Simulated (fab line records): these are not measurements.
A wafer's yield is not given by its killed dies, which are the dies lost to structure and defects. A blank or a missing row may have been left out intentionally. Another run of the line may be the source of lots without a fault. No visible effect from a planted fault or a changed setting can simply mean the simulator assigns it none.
What tool caused it? + flow gf180mcu + 12 lots, 36 wafers sampled, at 5 steps of a route of 602

## WHAT EACH GAUGE READ, for each wafer
The record holds no reading of a measuring or inspecting step that can be judged against a usual standard deviation.

## EACH LOT AND THE TOOL THAT RAN IT (in order: tool; ch and the chambers of the sampled wafers; start)
| lot  | GF_SAB_COAT_04                   | GF_SAB_STRIP_13                     | GF_V3_CVD_23                 | GF_M4_METAL_ETCH_16              | GF_M4_STRIP_17                      |
|------|----------------------------------|-------------------------------------|------------------------------|----------------------------------|-------------------------------------|
| L901 | lithoTrack-03 ch 0, day 14 15:35 | plasmaAsher-04 ch 0,1, day 15 02:31 | cvdW-02 ch 0,1, day 22 07:15 | rieMetal-02 ch 0, day 23 06:44   | plasmaAsher-01 ch 0,1, day 23 07:00 |
| L902 | lithoTrack-03 ch 0, day 14 18:28 | plasmaAsher-01 ch 0,1, day 15 05:51 | cvdW-01 ch 0,1, day 22 10:40 | rieMetal-01 ch 0,1, day 23 10:59 | plasmaAsher-01 ch 0,1, day 23 11:07 |
| L905 | lithoTrack-03 ch 0, day 16 09:20 | plasmaAsher-03 ch 0,1, day 16 20:27 | cvdW-02 ch 0,1, day 24 01:09 | rieMetal-01 ch 0,1, day 25 00:10 | plasmaAsher-03 ch 0,1, day 25 00:23 |
| L906 | lithoTrack-01 ch 0, day 16 15:37 | plasmaAsher-03 ch 0,1, day 17 03:19 | cvdW-01 ch 0,1, day 24 08:51 | rieMetal-03 ch 0,1, day 25 07:28 | plasmaAsher-03 ch 0,1, day 25 07:36 |
| L909 | lithoTrack-02 ch 0, day 17 16:02 | plasmaAsher-04 ch 0,1, day 18 04:32 | cvdW-02 ch 0,1, day 25 09:26 | rieMetal-03 ch 0,1, day 26 07:56 | plasmaAsher-01 ch 0,1, day 26 08:03 |
| L910 | lithoTrack-03 ch 0, day 17 23:58 | plasmaAsher-01 ch 0,1, day 18 12:08 | cvdW-02 ch 0,1, day 25 19:10 | rieMetal-01 ch 1, day 26 16:38   | plasmaAsher-04 ch 0,1, day 26 16:46 |
| L911 | lithoTrack-03 ch 0, day 18 10:44 | plasmaAsher-04 ch 0,1, day 18 23:21 | cvdW-02 ch 0,1, day 26 02:36 | rieMetal-03 ch 0,1, day 27 00:08 | plasmaAsher-04 ch 0,1, day 27 00:16 |
| L912 | lithoTrack-03 ch 0, day 18 14:23 | plasmaAsher-04 ch 0,1, day 19 02:29 | cvdW-02 ch 0,1, day 26 07:28 | rieMetal-02 ch 0,1, day 27 03:58 | plasmaAsher-04 ch 0,1, day 27 04:06 |
| L916 | lithoTrack-01 ch 0, day 20 07:22 | plasmaAsher-01 ch 1, day 20 19:32   | cvdW-01 ch 1, day 27 17:17   | rieMetal-03 ch 1, day 28 14:01   | plasmaAsher-04 ch 0,1, day 28 14:17 |
| L917 | lithoTrack-03 ch 0, day 20 11:50 | plasmaAsher-03 ch 0,1, day 21 00:34 | cvdW-02 ch 0,1, day 27 19:59 | rieMetal-03 ch 1, day 28 16:47   | plasmaAsher-04 ch 0,1, day 28 16:59 |
| L918 | lithoTrack-03 ch 0, day 20 22:13 | plasmaAsher-03 ch 0,1, day 21 11:20 | cvdW-01 ch 0,1, day 28 10:11 | rieMetal-03 ch 0,1, day 29 06:56 | plasmaAsher-04 ch 0, day 29 07:04   |
| L924 | lithoTrack-01 ch 0, day 22 23:47 | plasmaAsher-03 ch 0,1, day 23 12:11 | cvdW-02 ch 0,1, day 29 23:07 | rieMetal-01 ch 0,1, day 30 18:46 | plasmaAsher-01 ch 0,1, day 30 18:54 |
- GF_SAB_COAT_04: resist thk 1000 nm.
- GF_SAB_STRIP_13: strips in O2/N2.
- GF_V3_CVD_23: deposits W, target thk 350 nm, time 104.9 s.
- GF_M4_METAL_ETCH_16: etches the open film in Cl2/BCl3, stops on SiO2, target depth 750.8 nm, time 125.1 s.
- GF_M4_STRIP_17: strips in O2/N2.

## WHAT THE TOOLS THEMSELVES READ (means of the sampled wafers that have a number; where no wafer has one, the mark that the record gives instead)
GF_SAB_COAT_04.
| lot  | tool          | spinSpeedRpm (rpm) |
|------|---------------|--------------------|
| L901 | lithoTrack-03 | 2998.6             |
| L902 | lithoTrack-03 | 3000.9             |
| L905 | lithoTrack-03 | 2999.2             |
| L906 | lithoTrack-01 | 3001.2             |
| L909 | lithoTrack-02 | 3000.2             |
| L910 | lithoTrack-03 | 2999.4             |
| L911 | lithoTrack-03 | 3001.9             |
| L912 | lithoTrack-03 | 2998.7             |
| L916 | lithoTrack-01 | 2996.9             |
| L917 | lithoTrack-03 | 3149.8             |
| L918 | lithoTrack-03 | 3147.5             |
| L924 | lithoTrack-01 | 3000.1             |

GF_SAB_STRIP_13.
| lot  | tool           | drypumpMotorCurrentA (A) | heaterPowerW (W) | oesProductAu (a.u.) | stripTimeToEndpointS (s) |
|------|----------------|--------------------------|------------------|---------------------|--------------------------|
| L901 | plasmaAsher-04 | 5.5                      | 309              | 0.709               | 12.57                    |
| L902 | plasmaAsher-01 | 5.7                      | 329              | 0.710               | 12.58                    |
| L905 | plasmaAsher-03 | 6.0                      | 296              | 0.709               | 12.63                    |
| L906 | plasmaAsher-03 | 5.4                      | 286              | 0.708               | 12.62                    |
| L909 | plasmaAsher-04 | 5.5                      | 306              | 0.706               | 12.64                    |
| L910 | plasmaAsher-01 | 5.6                      | 332              | 0.708               | 12.59                    |
| L911 | plasmaAsher-04 | 5.7                      | 317              | 0.706               | 12.62                    |
| L912 | plasmaAsher-04 | 5.5                      | 309              | 0.707               | 12.58                    |
| L916 | plasmaAsher-01 | 5.5                      | 336              | 0.710               | 12.59                    |
| L917 | plasmaAsher-03 | 6.0                      | 293              | 0.711               | 12.35                    |
| L918 | plasmaAsher-03 | 5.4                      | 287              | 0.713               | 12.33                    |
| L924 | plasmaAsher-03 | 6.0                      | 296              | 0.712               | 12.54                    |

GF_V3_CVD_23.
| lot  | tool    | heaterPowerW (W) |
|------|---------|------------------|
| L901 | cvdW-02 | 823              |
| L902 | cvdW-01 | 792              |
| L905 | cvdW-02 | 743              |
| L906 | cvdW-01 | 807              |
| L909 | cvdW-02 | 824              |
| L910 | cvdW-02 | 809              |
| L911 | cvdW-02 | 814              |
| L912 | cvdW-02 | 747              |
| L916 | cvdW-01 | 786              |
| L917 | cvdW-02 | 739              |
| L918 | cvdW-01 | 806              |
| L924 | cvdW-02 | 756              |

GF_M4_METAL_ETCH_16.
| lot  | tool        | bcl3FlowSccm (sccm) | drypumpMotorCurrentA (A) | heBacksideLeakSccm (sccm) | oesProductAu (a.u.) | rfFwdPowerW (W) | throttleValvePct (%) |
|------|-------------|---------------------|--------------------------|---------------------------|---------------------|-----------------|----------------------|
| L901 | rieMetal-02 | 40.03               | 5.3                      | 3.21                      | 0.990               | 797.0           | 28.221               |
| L902 | rieMetal-01 | 40.06               | 6.2                      | 3.48                      | 0.992               | 796.6           | 28.231               |
| L905 | rieMetal-01 | 40.11               | 6.3                      | 3.52                      | 0.992               | 795.8           | 28.227               |
| L906 | rieMetal-03 | 39.93               | 5.8                      | 3.36                      | 0.994               | 797.8           | 28.228               |
| L909 | rieMetal-03 | 40.12               | 5.8                      | 3.26                      | 0.988               | 796.3           | 28.229               |
| L910 | rieMetal-01 | 39.87               | 6.2                      | 3.47                      | 0.996               | 797.7           | 28.222               |
| L911 | rieMetal-03 | 39.99               | 5.8                      | 3.24                      | 0.992               | 796.8           | 28.224               |
| L912 | rieMetal-02 | 40.08               | 5.2                      | 3.03                      | 0.988               | 793.7           | 28.230               |
| L916 | rieMetal-03 | 39.95               | 6.3                      | 3.49                      | 0.984               | 793.1           | 28.238               |
| L917 | rieMetal-03 | 40.06               | 6.3                      | 3.63                      | 0.979               | 799.0           | 28.239               |
| L918 | rieMetal-03 | 39.97               | 6.0                      | 3.31                      | 0.984               | 800.4           | 28.235               |
| L924 | rieMetal-01 | 39.99               | 6.2                      | 3.54                      | 0.998               | 795.3           | 28.234               |

GF_M4_STRIP_17.
| lot  | tool           | drypumpMotorCurrentA (A) | heaterPowerW (W) | oesProductAu (a.u.) | stripTimeToEndpointS (s) |
|------|----------------|--------------------------|------------------|---------------------|--------------------------|
| L901 | plasmaAsher-01 | 5.8                      | 331              | 0.539               | 7.39                     |
| L902 | plasmaAsher-01 | 5.7                      | 328              | 0.540               | 7.35                     |
| L905 | plasmaAsher-03 | 5.4                      | 288              | 0.531               | 7.27                     |
| L906 | plasmaAsher-03 | 6.0                      | 298              | 0.535               | 7.35                     |
| L909 | plasmaAsher-01 | 5.7                      | 332              | 0.531               | 7.36                     |
| L910 | plasmaAsher-04 | 5.7                      | 323              | 0.529               | 7.27                     |
| L911 | plasmaAsher-04 | 5.5                      | 306              | 0.540               | 7.40                     |
| L912 | plasmaAsher-04 | 5.7                      | 318              | 0.539               | 7.40                     |
| L916 | plasmaAsher-04 | 5.7                      | 323              | 0.545               | 7.42                     |
| L917 | plasmaAsher-04 | 5.7                      | 317              | 0.546               | 7.54                     |
| L918 | plasmaAsher-04 | 6.0                      | 330              | 0.534               | 7.38                     |
| L924 | plasmaAsher-01 | 5.8                      | 333              | 0.532               | 7.30                     |

## THE ANSWER, worked out from the rows above alone
Rule: what is usual is taken from the lots themselves. Put in order of their means at a reading, lots are off if they are a third of the lots or fewer, leave a main group of 4 or more, and stand apart from it by a gap of 3 or more times the standard deviation of the main group's means; of several such gaps the widest counts. Not used: any main group whose means are identical at the precision the tables above print for the reading. A lot without any number at a reading at which 4 lots or more have one is off too. The other lots that the step has rows for count as sound. Order of review: gauges by route order, followed by the tools' own readings, for which a lot's mean as printed above is used. At the first step where some lot is off, the reading lying furthest off is the one used; lots without a number count as furthest.
Off: L917, L918, at GF_SAB_COAT_04 (spinSpeedRpm). Mean 2999.7 rpm and standard deviation 1.4 in the main group.
If a tool, at that step or one of the process steps before it, ran each lot that is off and ran no sound lot following the first of them, it fits. One candidate fits, namely lithoTrack-03 at GF_SAB_COAT_04. A fault onset in the window from L912 (day 18 14:23, its last sound lot) to L917 (day 20 11:50, its first lot off) fits.
On the lots that are off, the tool's own readings at GF_SAB_COAT_04 differ by more than 5 times the standard deviation of the sound lots' means, which bears it out; spinSpeedRpm reads 3148.7 rpm there versus 2999.7 rpm on the sound lots.

## WHAT THE SIMULATOR HAD PUT IN
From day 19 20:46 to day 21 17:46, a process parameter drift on lithoTrack-03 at GF_SAB_COAT_04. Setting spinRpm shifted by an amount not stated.
Struck lots among those shown: L917, L918. The rule given above showed the same thing.
